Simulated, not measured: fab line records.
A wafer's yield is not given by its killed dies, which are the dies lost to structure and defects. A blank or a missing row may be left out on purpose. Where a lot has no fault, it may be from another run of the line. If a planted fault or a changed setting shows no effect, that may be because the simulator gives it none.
fab line records    flow gf180mcu
record lots=6  wafers=18  last_day=33
route steps=602 shown CONTACT@314 M1@315
lots that met no fault: taken from a fault-free run of the same line
start_h: hours from the record's opening day to when the first of the lot's shown wafers began    wait_h: hours elapsed since this lot's preceding step    " unchanged from the row above    L1.1+2: one row covering several wafers at once    - no value, or no start was given    * or withheld: withheld    < > ~ a bound
route shown NAME@n: a module of which the file shows steps, and the number in the route of the first    usual: mean/standard deviation of fault-free wafers    same: alike in all rows    chamber/n: place in a boat    sites: readings site by site    _std_site: the standard deviation of these    _edge_site: mean of outer sites minus mean of inner sites    radius_mm: for every site, how far away it sits from the centre of the wafer    mask NAME#n: copy n    behind: the most recent tool/chamber to have shaped the wafer    hold: the reason the lot was held/the length of the hold in hours/how it ended    device: which transistor (n, p or np) failed to switch    end of line: tests of these same wafers at the route's end    a step given without rows: its recipe and nothing more    killed: dies that structure and defects cost at the first sort, which is not the same as the wafer's yield    map: a wafer's dies, marking killed ones x, the rest . and places with no die _
set.NAME: the setting as run; set.NAME@STEP: as run at that earlier step    model.NAME: the simulator's own value behind a step, which no gauge read
lots at some steps of the route; a table a step, a row a wafer
services: a tool's chamber out of use, with start hour (start_h, from the record's first day; less than 0 if before it), hours out, and reason
## steps
# step GF_CONTACT_CMP_27
# recipe stop_on=SiO2  down_force_psi=3.5  platen_rpm=60  t_overpolish_s=15  target_thk_nm=0  pad_velocity_m_s=0.94248
# usual edge_zone_pressure_frac=1.000/0.0052  motor_current_A=11.3/1.2  overpolish_run_s=15.001/0.0094  slurry_filter_dp_kPa=13.49/0.14  time_to_endpoint_s=76/5.5
lot.wafer  tool    chamber  start_h  wait_h  edge_zone_pressure_frac  motor_current_A  overpolish_run_s  slurry_filter_dp_kPa  time_to_endpoint_s
L150.4     cmp-02  0        393.91   0.1     1.004                    12.0             14.987            13.56                 82
L150.2     "       2        "        "       1.002                    9.0              15.008            13.64                 72
L150.6     "       3        "        "       0.999                    11.2             14.995            13.47                 79
L155.1     cmp-02  1        438.42   0.1     1.006                    12.2             15.007            13.55                 79
L155.3     "       2        "        "       0.996                    10.0             15.001            13.70                 71
L155.4     "       0        "        "       1.001                    11.6             15.006            13.64                 73
L156.2     cmp-01  0        445.94   0.0     0.996                    10.3             15.013            13.42                 70
L156.4     "       2        "        "       1.002                    12.2             15.008            13.58                 66
L156.5     "       1        "        "       0.988                    11.3             15.006            13.44                 71
L163.1     cmp-01  2        502.63   0.1     0.993                    12.6             14.998            13.81                 69
L163.5     "       2        "        "       0.996                    12.5             15.004            13.44                 72
L163.6     "       3        "        "       0.995                    12.3             15.002            13.11                 69
L164.2     cmp-01  1        513.98   0.1     0.996                    11.1             15.001            13.65                 76
L164.3     "       2        "        "       0.995                    12.5             15.011            13.30                 68
L164.5     "       0        "        "       1.003                    10.8             14.994            13.57                 76
L166.3     cmp-02  2        523.60   0.1     1.005                    9.4              15.005            13.31                 70
L166.4     "       3        "        "       0.997                    10.8             14.994            13.27                 73
L166.1     "       0        "        "       1.000                    12.3             15.004            13.44                 79
# step GF_M1_SPUTTER_00
# recipe material=Ti  target_thk_nm=37.5  arriving_ion_energy_ev=80  substrate_temp_c=200  chamber_pressure_pa=2  power_w=4000  time_s=150
# usual throttle_valve_pct=30.4/1.1
lot.wafer  tool            chamber  start_h  wait_h  throttle_valve_pct
L150.2     pvd_sputter-04  -        394.16   0.1     32.5
L150.4     "               -        "        "       29.6
L150.6     "               -        "        "       32.3
L155.1     pvd_sputter-03  -        438.72   0.2     30.4
L155.3     "               -        "        "       29.6
L155.4     "               -        "        "       31.0
L156.2     pvd_sputter-03  -        446.24   0.2     31.1
L156.4     "               -        "        "       29.9
L156.5     "               -        "        "       30.5
L163.1     pvd_sputter-03  -        502.93   0.2     31.1
L163.5     "               -        "        "       30.5
L163.6     "               -        "        "       30.8
L164.2     pvd_sputter-03  -        514.23   0.2     29.9
L164.3     "               -        "        "       30.9
L164.5     "               -        "        "       31.0
L166.1     pvd_sputter-01  -        523.85   0.1     30.8
L166.3     "               -        "        "       31.5
L166.4     "               -        "        "       30.2
# step GF_M1_SPUTTER_01
# recipe material=TiN  target_thk_nm=30  power_w=6500  time_s=25  chamber_pressure_pa=0.4
# usual throttle_valve_pct=30.4/1.1
lot.wafer  tool            chamber  start_h  wait_h  throttle_valve_pct
L150.2     pvd_sputter-04  -        394.26   0.1     32.9
L150.4     "               -        "        "       29.4
L150.6     "               -        "        "       32.1
L155.1     pvd_sputter-03  -        438.82   0.1     30.5
L155.3     "               -        "        "       30.0
L155.4     "               -        "        "       30.9
L156.2     pvd_sputter-03  -        446.34   0.1     30.9
L156.4     "               -        "        "       30.1
L156.5     "               -        "        "       30.4
L163.1     pvd_sputter-03  -        503.03   0.1     31.3
L163.5     "               -        "        "       30.6
L163.6     "               -        "        "       31.1
L164.2     pvd_sputter-03  -        514.33   0.1     29.9
L164.3     "               -        "        "       31.0
L164.5     "               -        "        "       30.9
L166.1     pvd_sputter-01  -        523.95   0.1     30.9
L166.3     "               -        "        "       31.6
L166.4     "               -        "        "       30.4
# step GF_M1_SPUTTER_02
# recipe material=AlCu  target_thk_nm=450  power_w=10600  time_s=23.9  chamber_pressure_pa=0.4
# usual throttle_valve_pct=30.4/1.1
lot.wafer  tool            chamber  start_h  wait_h  throttle_valve_pct
L150.2     pvd_sputter-04  -        394.29   0.0     32.3
L150.4     "               -        "        "       29.3
L150.6     "               -        "        "       32.3
L155.1     pvd_sputter-03  -        438.85   0.0     30.3
L155.3     "               -        "        "       30.1
L155.4     "               -        "        "       30.7
L156.2     pvd_sputter-03  -        446.37   0.0     31.0
L156.4     "               -        "        "       29.9
L156.5     "               -        "        "       30.3
L163.1     pvd_sputter-03  -        503.06   0.0     30.8
L163.5     "               -        "        "       30.5
L163.6     "               -        "        "       31.1
L164.2     pvd_sputter-03  -        514.36   0.0     29.8
L164.3     "               -        "        "       30.7
L164.5     "               -        "        "       31.2
L166.1     pvd_sputter-01  -        523.98   0.0     30.7
L166.3     "               -        "        "       31.5
L166.4     "               -        "        "       30.1
# step GF_M1_SPUTTER_03
# recipe material=Ti  target_thk_nm=10  substrate_temp_c=300  chamber_pressure_pa=0.3  power_w=3000  time_s=6.7
# usual throttle_valve_pct=30.4/1.1
lot.wafer  tool            chamber  start_h  wait_h  throttle_valve_pct
L150.2     pvd_sputter-04  -        394.32   0.0     32.4
L150.4     "               -        "        "       29.7
L150.6     "               -        "        "       32.4
L155.1     pvd_sputter-03  -        438.88   0.0     30.6
L155.3     "               -        "        "       29.9
L155.4     "               -        "        "       30.9
L156.2     pvd_sputter-03  -        446.40   0.0     31.0
L156.4     "               -        "        "       29.4
L156.5     "               -        "        "       30.4
L163.1     pvd_sputter-03  -        503.09   0.0     30.7
L163.5     "               -        "        "       30.3
L163.6     "               -        "        "       30.6
L164.2     pvd_sputter-03  -        514.39   0.0     30.0
L164.3     "               -        "        "       30.8
L164.5     "               -        "        "       31.1
L166.1     pvd_sputter-01  -        524.01   0.0     30.7
L166.3     "               -        "        "       31.5
L166.4     "               -        "        "       30.4
# step GF_M1_SPUTTER_04
# recipe material=TiN  target_thk_nm=50  power_w=6500  time_s=41.7  chamber_pressure_pa=0.4
# step GF_M1_RS_MEAS_05
# recipe thk_meas_gauge=four-point-probe  reads=TiN_of_M1_SPUTTER_04+Ti_of_M1_SPUTTER_03+AlCu_of_M1_SPUTTER_02+TiN_of_M1_SPUTTER_01+Ti_of_M1_SPUTTER_00
# usual M1_ALCU_RS=0.0689/0.00071
lot.wafer  tool           chamber  start_h  wait_h  M1_ALCU_RS[ohm/sq]
L150.2     film_metro-02  -        394.40   0.0     0.0700
L150.4     "              -        "        "       0.0698
L150.6     "              -        "        "       0.0698
L155.1     film_metro-03  -        438.95   0.0     0.0679
L155.3     "              -        "        "       0.0681
L155.4     "              -        "        "       0.0695
L156.2     film_metro-03  -        446.48   0.0     0.0681
L156.4     "              -        "        "       0.0686
L156.5     "              -        "        "       0.0684
L163.1     film_metro-01  -        503.15   0.0     0.0686
L163.5     "              -        "        "       0.0687
L163.6     "              -        "        "       0.0691
L164.2     film_metro-02  -        514.47   0.0     0.0690
L164.3     "              -        "        "       0.0698
L164.5     "              -        "        "       0.0685
L166.1     film_metro-01  -        524.07   0.0     0.0682
L166.3     "              -        "        "       0.0686
L166.4     "              -        "        "       0.0694
# step GF_M1_THK_MEAS_06
# recipe thk_meas_gauge=xrf  reads=AlCu_of_M1_SPUTTER_02
# usual M1_ALCU_THK=460/4.8
lot.wafer  tool           chamber  start_h  wait_h  M1_ALCU_THK[nm]
L150.2     film_metro-02  -        394.51   0.1     453
L150.4     "              -        "        "       456
L150.6     "              -        "        "       455
L155.1     film_metro-03  -        439.07   0.1     468
L155.3     "              -        "        "       468
L155.4     "              -        "        "       461
L156.2     film_metro-03  -        446.59   0.1     466
L156.4     "              -        "        "       466
L156.5     "              -        "        "       463
L163.1     film_metro-01  -        503.27   0.1     460
L163.5     "              -        "        "       461
L163.6     "              -        "        "       457
L164.2     film_metro-02  -        514.58   0.1     462
L164.3     "              -        "        "       456
L164.5     "              -        "        "       464
L166.1     film_metro-01  -        524.19   0.1     463
L166.3     "              -        "        "       461
L166.4     "              -        "        "       454
# step GF_M1_DEHYDRATE_07
# recipe temp_c=200  time_s=60
# step GF_M1_HMDS_08
# recipe prime_time_s=60  prime_temp_c=120
# step GF_M1_COAT_09
# recipe resist=KrF  spin_rpm=withheld  resist_thk_nm=1000
# step GF_M1_SOFTBAKE_10
# recipe temp_c=130  time_s=60  resist=KrF
# step GF_M1_EXPOSE_11
# recipe mask_id=Metal1  target_cd_nm=230  na=0.68  source_shape=conventional  sigma_outer=0.6  dose_mj=28
# usual exposure_dose_mJ_cm2=28.111/0.027  focus_offset_nm=0.0/0.53  na=0.68/0
lot.wafer  tool            chamber  start_h  wait_h  mask      exposure_dose_mJ_cm2  focus_offset_nm  na
L150.2     krf_scanner-01  0        406.00   -       Metal1#0  28.125                0.9              0.68
L150.4     "               0        "        "       Metal1#0  28.152                0.2              0.68
L150.6     "               0        "        "       Metal1#0  28.113                1.3              0.68
L155.1     krf_scanner-01  -        451.40   -       Metal1#0  -                     -                -
L155.3     "               -        "        "       Metal1#0  -                     -                -
L155.4     "               -        "        "       Metal1#0  -                     -                -
L156.2     krf_scanner-01  -        459.00   -       Metal1#0  -                     -                -
L156.4     "               -        "        "       Metal1#0  -                     -                -
L156.5     "               -        "        "       Metal1#0  -                     -                -
L163.1     krf_scanner-02  0        515.71   -       Metal1#0  28.099                0.2              0.68
L163.5     "               0        "        "       Metal1#0  28.142                -0.3             0.68
L163.6     "               0        "        "       Metal1#0  28.111                -0.3             0.68
L164.2     krf_scanner-01  0        525.87   -       Metal1#0  28.141                0.7              0.68
L164.3     "               0        "        "       Metal1#0  28.161                -0.7             0.68
L164.5     "               0        "        "       Metal1#0  28.133                0.1              0.68
L166.1     krf_scanner-02  0        536.51   -       Metal1#0  28.106                0.3              0.68
L166.3     "               0        "        "       Metal1#0  28.105                0.6              0.68
L166.4     "               0        "        "       Metal1#0  28.111                -0.1             0.68
# step GF_M1_PEB_12
# recipe peb_temp_c=135  peb_time_s=87.21  resist=KrF
## services
tool            chamber  start_h  hours  kind
cmp-01          -        371.11   1.3    repair
cmp-01          -        372.97   4.4    pm
krf_scanner-01  -        379.95   1.0    pm
krf_scanner-02  -        395.70   4.4    pm
krf_scanner-02  -        403.39   0.4    repair
cmp-01          -        404.02   4.0    pm
krf_scanner-01  -        426.31   1.1    repair
krf_scanner-01  -        435.14   0.6    repair
krf_scanner-01  -        438.12   0.8    pm
cmp-01          -        451.22   1.0    repair
pvd_sputter-04  -        457.06   3.3    repair
krf_scanner-01  -        462.31   4.4    pm
pvd_sputter-04  -        465.77   1.2    repair
pvd_sputter-03  -        467.58   21.1   repair
krf_scanner-02  -        468.77   0.8    pm
krf_scanner-01  -        478.72   6.7    repair
krf_scanner-01  -        483.79   0.6    repair
krf_scanner-01  -        491.76   0.6    repair
krf_scanner-01  -        493.16   1.3    pm
krf_scanner-02  -        501.84   1.3    pm
cmp-02          -        510.46   0.3    repair
pvd_sputter-03  -        521.49   2.5    repair
krf_scanner-02  -        525.67   1.0    pm
pvd_sputter-01  -        528.56   4.4    repair
## key
first_sign step=GF_M1_EXPOSE_11  reading=tool_record  direction=missing
effect none on later readings
met_at GF_M1_EXPOSE_11
struck_wafers L155.1,L155.3,L155.4,L156.2,L156.4,L156.5
later_rows_left_out L155.1,L155.3,L155.4,L156.2,L156.4,L156.5
sort_left_out L155.1,L155.3,L155.4,L156.2,L156.4,L156.5
onset_between 406.00 451.40
fault kind=skipped_step_whole  tool=krf_scanner-01  chamber=-  onset_h=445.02  steps=GF_M1_EXPOSE_11  scope=struck_lots_only
# sort_left_out: the simulated sort isn't trusted on such a fault, so these wafers' sort isn't shown, and their yield isn't known
# later_rows_left_out: the simulator's readings of these wafers behind a module that went badly wrong aren't trusted and aren't shown, but for the sort
